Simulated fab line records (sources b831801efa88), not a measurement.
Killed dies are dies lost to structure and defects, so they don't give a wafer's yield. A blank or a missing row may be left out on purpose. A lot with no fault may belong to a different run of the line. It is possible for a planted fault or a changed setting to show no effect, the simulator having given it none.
A struck lot beside a sound one ; flow sky130 ; 43 steps out of a route of 708
Sound: these wafers, L854.2, L854.3, L854.6. Struck: wafer L859.6. (L859.2, L859.5 of the same lot were not struck and are left out.) The cause comes at the end.
Each step with rows lists, per side, the tool, then ch with its chambers, then its first start. Under that, the readings that differ: sound wafers ; struck wafers ; difference of the means ; sigmas: that difference in standard deviations of wafers without a fault.
alike: readings whose means differ by less than 2 such deviations, and words and numbers that are the same on both sides. not compared: withheld readings, readings that some wafer has no value for, bounds like >300 that may hide the same value, and numbers for which the record gives no deviation and whose values overlap.
Wherever a step has rows on one side only, a row that says differs or no value, or a row with sigmas, the two part there. Numbers that don't overlap but have no deviation are shown without sigmas and don't part them. A reading missing from all wafers of one side parts the sides only when that side holds two or more wafers.

SKY_VIA4_STRIP_13: strips in O2/N2.
  sound on plasma_asher-01 ch 0,1, day 43 23:25; struck on plasma_asher-01 ch 1, day 46 22:25
reading;sound;struck;difference;sigmas
oes_product_au (a.u.);0.701 0.705 0.706;0.713;+0.009;+2
strip_time_to_endpoint_s (s);12.799 12.827 12.842;12.762;-0.061;-2
  alike: drypump_motor_current_A
  not compared: rf_hours_counter_h
then, 5 steps without rows for these wafers: SKY_VIA4_STRIP_14 (strips in post etch residue remover, time 1200 s); SKY_VIA4_CLEAN_15 (cleans in IPA, time 180 s); SKY_VIA4_CLEAN_16 (cleans in O3/DIW); SKY_VIA4_SPUTTER_17 (material TiN, target thk 20 nm, time 80 s); SKY_VIA4_CVD_18 (deposits W, target thk 505 nm, time 152.14 s).
SKY_VIA4_RS_MEAS_19: measurement is done with a four-point probe.
  sound on film_metro-02 at day 44 00:15; struck on film_metro-01 at day 46 23:25
  alike: VIA4_W_RS
SKY_VIA4_THK_MEAS_20: measures by xrf.
  sound on film_metro-02 at day 44 00:22; struck on film_metro-01 at day 46 23:31
  alike: VIA4_W_THK
then, 1 step without rows for these wafers: SKY_VIA4_CMP_21 (polishes, stops on SiO2, t overpolish 25 s, target thk 0 nm).
SKY_METAL5_SPUTTER_00: material Ti, target thk 15 nm, time 10 s.
  sound on pvd_sputter-01 at day 44 00:43; struck on pvd_sputter-03 at day 46 23:52
  alike: throttle_valve_pct
SKY_METAL5_SPUTTER_01: material TiN, target thk 20 nm, time 16.7 s.
  sound on pvd_sputter-01 at day 44 00:44; struck on pvd_sputter-03 at day 46 23:54
  alike: throttle_valve_pct
then, 1 step without rows for these wafers: SKY_METAL5_SPUTTER_02 (material AlCu, target thk 1150 nm, time 61.2 s).
SKY_METAL5_SPUTTER_03: material Ti, target thk 5 nm, time 3.3 s.
  sound on pvd_sputter-01 at day 44 00:49; struck on pvd_sputter-03 at day 46 23:58
  alike: throttle_valve_pct
then, 1 step without rows for these wafers: SKY_METAL5_SPUTTER_04 (material TiN, target thk 70 nm, time 58.3 s).
SKY_METAL5_RS_MEAS_05: measurement is done with a four-point probe.
  sound on film_metro-01 at day 44 00:54; struck on film_metro-03 at day 47 00:04
  alike: METAL5_ALCU_RS
SKY_METAL5_THK_MEAS_06: measures by xrf.
  sound on film_metro-01 at day 44 01:01; struck on film_metro-03 at day 47 00:10
  alike: METAL5_ALCU_THK
then, 14 steps without rows for these wafers: SKY_METAL5_DEHYDRATE_07 (time 60 s); SKY_METAL5_HMDS_08 (prime time 60 s); SKY_METAL5_COAT_09 (resist thk 1800 nm); SKY_METAL5_SOFTBAKE_10 (time 60 s); SKY_METAL5_EXPOSE_11 (exposes mask MM5, target cd 1600 nm); SKY_METAL5_PEB_12; SKY_METAL5_DEVELOP_13 (develop time 60 s); SKY_METAL5_DESCUM_14 (chemistry O2, time 11 s); SKY_METAL5_METAL_ETCH_15 (etches the open film in Cl2/BCl3, stops on SiO2, target depth 1260 nm, time 252 s); SKY_METAL5_STRIP_16 (strips in O2/N2); SKY_METAL5_STRIP_17 (strips in post etch residue remover, time 1200 s); SKY_METAL5_CLEAN_18 (cleans in IPA, time 180 s); SKY_METAL5_CLEAN_19 (cleans in O3/DIW); SKY_PASSIVATION_CVD_00 (deposits SiO2, target thk 90 nm).
SKY_PASSIVATION_THK_MEAS_01:
  sound on film_metro-02 at day 44 22:58; struck on film_metro-02 at day 47 20:29
reading;sound;struck;difference;sigmas
PASSIVATION_CVD_00_THK (nm);86.9 88.6 89.4;91.5;+3.2;+2
then, 1 step without rows for these wafers: SKY_PASSIVATION_CVD_02 (deposits Si3N4, target thk 540 nm).
SKY_PASSIVATION_THK_MEAS_03:
  sound on film_metro-04 at day 44 23:16; struck on film_metro-02 at day 47 20:46
  alike: PASSIVATION_CVD_02_THK
then, 7 steps without rows for these wafers: SKY_PASSIVATION_DEHYDRATE_04 (time 60 s); SKY_PASSIVATION_HMDS_05 (prime time 60 s); SKY_PASSIVATION_COAT_06 (resist thk 3000 nm); SKY_PASSIVATION_SOFTBAKE_07; SKY_PASSIVATION_EXPOSE_08 (exposes mask NSM, target cd 3000 nm); SKY_PASSIVATION_PEB_09; SKY_PASSIVATION_DEVELOP_10 (develop time 60 s).
SKY_PASSIVATION_ETCH_11: etches the open film in CF4/O2, stops on AlCu, target depth 725 nm, time 161.1 s.
  sound on rie_diel-02 ch 1,2,3, day 45 20:16; struck on rie_diel-04 ch 2, day 48 17:08
  alike: drypump_motor_current_A, oes_product_au, throttle_valve_pct
  not compared: rf_hours_counter_h
SKY_PASSIVATION_STRIP_12: strips in O2/N2.
  sound on plasma_asher-04 ch 1, day 45 20:22; struck on plasma_asher-01 ch 0, day 48 17:15
reading;sound;struck;difference;sigmas
drypump_motor_current_A (A);6.5 6.5 6.5;5.3;-1.2;-2
  alike: oes_product_au, strip_time_to_endpoint_s
  not compared: rf_hours_counter_h
SKY_PAD_OPEN_PROBE_99:
  sound on prober-02 at day 46 18:58; struck on prober-02 at day 49 16:27
reading;sound;struck;difference;sigmas
defect_limited_yield (%);82.1 84.1 86.4;76.2;-8.0;-4
killed_at_M0_to_M3;59 41 33;23;-21;-3
killed_at_M4_up;4 6 2;52;+48;+24
killed_dies;88 78 67;117;+39;+4
killed_on_rim;18 14 17;8;-8;-2
sort_bin_3_pad_short (%);0.8 1.2 0.8;3.5;+2.6;+7
sort_bin_5_function (%);10.2 7.7 8.3;15.2;+6.5;+4
sort_n_pass;404 414 425;375;-39;-4
sort_yield_pct (%);82.1 84.1 86.4;76.2;-8.0;-4
model.etest.tester.sort_n_pass;404 414 425;375;-39;
model.etest.tester.sort_yield_pct (%);82.11 84.15 86.38;76.22;-7.99;
model.etest.tester.sort_bin_5_pct (%);10.16 7.724 8.333;15.24;+6.50;
model.etest.tester.sort_bin_3_pct (%);0.813 1.22 0.813;3.455;+2.506;
  alike: killed_at_contacts, killed_at_front_end, killed_at_other, killed_open, killed_short, sort_bin_6_memory

WHERE THEY PART
At SKY_VIA4_STRIP_13 first; at SKY_PAD_OPEN_PROBE_99 last (within this record only).

WHY: the cause the simulator had injected
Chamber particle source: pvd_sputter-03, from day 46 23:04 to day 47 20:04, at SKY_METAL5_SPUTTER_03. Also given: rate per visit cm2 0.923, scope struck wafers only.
